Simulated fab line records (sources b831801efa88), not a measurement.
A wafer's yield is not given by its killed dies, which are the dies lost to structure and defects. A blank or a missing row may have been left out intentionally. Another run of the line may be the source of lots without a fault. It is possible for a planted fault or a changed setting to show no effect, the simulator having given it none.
Which tool did it? ; flow gf180mcu ; route of 602 steps, sampled at 1 step: 12 lots, 36 wafers

== WHAT EACH GAUGE READ, for each wafer ==
GF_M1_OVL_MEAS_15.
lot;measured;on;M1_OVL (nm)
L718;day 17 00:02;overlay-02;3 3 3
L721;day 18 14:28;overlay-01;5 2 9
L726;day 20 07:07;overlay-02;-4 1 5
L727;day 20 15:56;overlay-02;-4 -1 -1
L729;day 21 05:43;overlay-01;0 7 -1
L730;day 21 14:31;overlay-02;-7 3 3
L736;day 23 12:57;overlay-02;6 13 11
L737;day 24 00:37;overlay-01;4 1 15
L738;day 24 06:00;overlay-01;9 3 3
L739;day 24 17:55;overlay-01;-2 0 5
L740;day 24 23:40;overlay-01;15 2 14
L741;day 25 13:22;overlay-02;1 5 7

== WHAT TOOL EACH LOT RAN ON (gives the tool, then ch and the chambers of the sampled wafers, and finally the start) ==
The record shows no process step preceding these readings.

== WHAT THE TOOLS THEMSELVES READ (means of the sampled wafers that have a number; where no wafer has one, the mark that the record gives instead) ==
The record holds no such reading with a usual standard deviation.

== THE ANSWER, worked out from the rows above alone ==
Rule: the usual values come from the lots themselves. The widest of any qualifying gaps counts: lots, ordered by their means at a reading, are off when they make up no more than a third of the lots, leave a main group of 4 or more, and stand apart from it by 3 or more times the standard deviation of that group's means. If all means in a main group match to the digits the tables above print for the reading, that group is not used. Also off: a lot with no number at a reading for which 4 or more lots have one. Where the step has rows for the other lots, those lots are counted as sound. Order of review: gauges by route order, followed by the tools' own readings, for which a lot's mean as printed above is used. The first step at which some lot is off is used, and at that step the reading that is off furthest; a lot without a number counts as furthest.
No lot is off on any of the readings shown, so nothing can be concluded from this.

== WHAT WAS PUT IN BY THE SIMULATOR ==
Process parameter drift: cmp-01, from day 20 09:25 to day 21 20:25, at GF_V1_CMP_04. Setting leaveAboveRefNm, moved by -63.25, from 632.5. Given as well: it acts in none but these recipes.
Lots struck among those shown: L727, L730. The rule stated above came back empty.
